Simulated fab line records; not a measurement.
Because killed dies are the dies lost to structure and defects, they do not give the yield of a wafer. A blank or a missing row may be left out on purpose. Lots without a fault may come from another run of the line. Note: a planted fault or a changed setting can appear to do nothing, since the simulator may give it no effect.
Matching of chambers / flow gf180mcu / rie diel-03 running GF_V1_ETCH_16: 4 sister chambers
The step etches BARC in N2/H2. 8 wafers are shown with their chamber, then 7 later ones without.

WAFERS PAIRED WITH THEIR CHAMBERS
wafer=L750.4; chamber=1; drypump motor current A (A)=5.1; h2 flow sccm (sccm)=200.6
wafer=L754.4; chamber=1; drypump motor current A (A)=5.1; h2 flow sccm (sccm)=200.7
wafer=L757.4; chamber=0; drypump motor current A (A)=5.8; h2 flow sccm (sccm)=201.0
wafer=L764.2; chamber=3; drypump motor current A (A)=6.3; h2 flow sccm (sccm)=199.8
wafer=L764.3; chamber=0; drypump motor current A (A)=5.9; h2 flow sccm (sccm)=199.9
wafer=L764.6; chamber=2; drypump motor current A (A)=5.4; h2 flow sccm (sccm)=199.5
wafer=L771.2; chamber=3; drypump motor current A (A)=6.3; h2 flow sccm (sccm)=199.5
wafer=L771.3; chamber=2; drypump motor current A (A)=5.4; h2 flow sccm (sccm)=199.5

WAFERS WHOSE CHAMBER IS MISSING
wafer=L771.5; drypump motor current A (A)=5.4; h2 flow sccm (sccm)=200.0
wafer=L772.1; drypump motor current A (A)=5.9; h2 flow sccm (sccm)=200.9
wafer=L772.3; drypump motor current A (A)=5.1; h2 flow sccm (sccm)=199.3
wafer=L772.4; drypump motor current A (A)=6.3; h2 flow sccm (sccm)=200.3
wafer=L773.2; drypump motor current A (A)=5.4; h2 flow sccm (sccm)=200.2
wafer=L773.4; drypump motor current A (A)=5.1; h2 flow sccm (sccm)=199.8
wafer=L773.6; drypump motor current A (A)=6.3; h2 flow sccm (sccm)=200.8

EACH ONE'S CHAMBER
wafer=L771.5; from the rows above=2; in truth=2
wafer=L772.1; from the rows above=0; in truth=0
wafer=L772.3; from the rows above=1; in truth=1
wafer=L772.4; from the rows above=3; in truth=3
wafer=L773.2; from the rows above=2; in truth=2
wafer=L773.4; from the rows above=1; in truth=1
wafer=L773.6; from the rows above=3; in truth=3
Correct placement for 7 of the 7. Not placeable from these rows: 0. 0 placed wrongly.
How it was worked out, from the rows above alone: a wafer's distance from a chamber is the root of the sum, over the readings, of the square of ((its reading less the chamber's mean) divided by the reading's scatter). The wafer belongs to the nearest chamber; if the next one is less than 2 further off, it can't be placed. The mean given for a chamber averages the wafers shown for that chamber. The scatter: take each reading less its chamber's mean, square it, sum over the shown wafers, divide by the number of wafers less the number of chambers, and take the root.
